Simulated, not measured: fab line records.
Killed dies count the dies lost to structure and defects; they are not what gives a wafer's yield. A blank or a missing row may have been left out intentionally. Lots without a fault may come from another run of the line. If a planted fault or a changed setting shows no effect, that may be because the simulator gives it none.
A single fault, viewed from 2 desks | flow sky130 | only its own numbers are on each desk; what lay behind them is given at the end

== AT THE TOOL OWNER'S DESK: rtp-anneal-02 ==
The tool's own readings at SKY_SD_N_RTA_14 (time 2 s): means of the sampled wafers that have a number, for each lot that ran on this tool. Any lot whose mean is over 4 standard deviations away from the usual mean is out of limits and marked OUT; that distance is given in the brackets.
Columns: A = lamp-power-pct at SKY_SD_N_RTA_14, usual 15.73 %; B = wafer_temp_C_max at SKY_SD_N_RTA_14, usual 1077.9
lot  | first seen here | A                | B
L960 | day 27 21:02    | 15.72            | 1078.0
L962 | day 28 18:00    | 15.77            | 1077.9
L965 | day 29 23:24    | 15.77            | 1078.3
L967 | day 30 23:53    | 15.74            | 1076.6
L973 | day 32 17:24    | 15.96 (+4.0) OUT | 1093.8 (+13) OUT
L974 | day 33 09:06    | 15.96            | 1091.9 (+12) OUT
This desk finds L973, L974 out of limits, L973 being first, at day 32 17:24 (lamp-power-pct at SKY_SD_N_RTA_14). In limits: L960, L962, L965, L967.

== THE METROLOGY DESK ==
What the gauges read for every lot (on any tool): the sampled wafers with a number, averaged. Any lot whose mean is over 4 standard deviations away from the usual mean is out of limits and marked OUT; that distance is given in the brackets.
Columns: A = cd-nm at SKY_POLY_CUT_CD_MEAS_08, usual 269.9 nm; B = SD_N_RS at SKY_SD_N_RS_MEAS_16, usual 68.44 ohm/sq; C = SD_P_RS at SKY_SD_N_RS_MEAS_17, usual 146.8 ohm/sq; D = LI_CONTACT_OVL at SKY_LI_CONTACT_OVL_MEAS_13, usual -1 nm
lot  | first seen here | A     | B               | C               | D
L960 | day 24 05:09    | 272.5 | 68.31           | 146.4           | -6
L961 | day 24 07:39    | 269.2 | 68.33           | 146.9           | -9
L962 | day 25 01:59    | 270.4 | 68.68           | 147.2           | 1
L963 | day 25 15:48    | 270.3 | 68.52           | 147.4           | -2
L965 | day 26 08:46    | 270.8 | 68.43           | 146.8           | -4
L967 | day 27 09:20    | 270.6 | 68.48           | 146.9           | 5
L973 | day 29 04:38    | 268.5 | 65.93 (-21) OUT | 134.4 (-34) OUT | 2
L974 | day 29 19:53    | 268.6 | 65.93 (-21) OUT | 134.3 (-34) OUT | 4
L979 | day 30 22:34    | 269.9 | 68.52           | 147.1           | 2
L980 | day 31 19:30    | 272.7 | 68.31           | 146.2           | 2
L982 | day 32 02:47    | 265.7 | 68.55           | 146.9           | -3
This desk finds L973, L974 out of limits, with the earliest case on L973 at day 32 17:34 (SD_N_RS at SKY_SD_N_RS_MEAS_16). In limits: L960, L961, L962, L963, L965, L967, L979, L980, L982.

== ALL TOGETHER ==
An alarm could have come from the tool owner's desk at day 32 17:24, on L973, L974.
On L973, L974, the metrology desk was in a position to raise an alarm at day 32 17:34.
All the named lots went through SKY_SD_N_RTA_14 on rtp-anneal-02.

== WHAT HAD BEEN PUT IN BY THE SIMULATOR ==
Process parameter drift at SKY_SD_N_RTA_14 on rtp-anneal-02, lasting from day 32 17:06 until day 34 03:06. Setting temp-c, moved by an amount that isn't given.
Lots struck among those shown: L973, L974.
Fault start to first reading out of limits, in hours, per desk: tool owner, 0; metrology, 0.
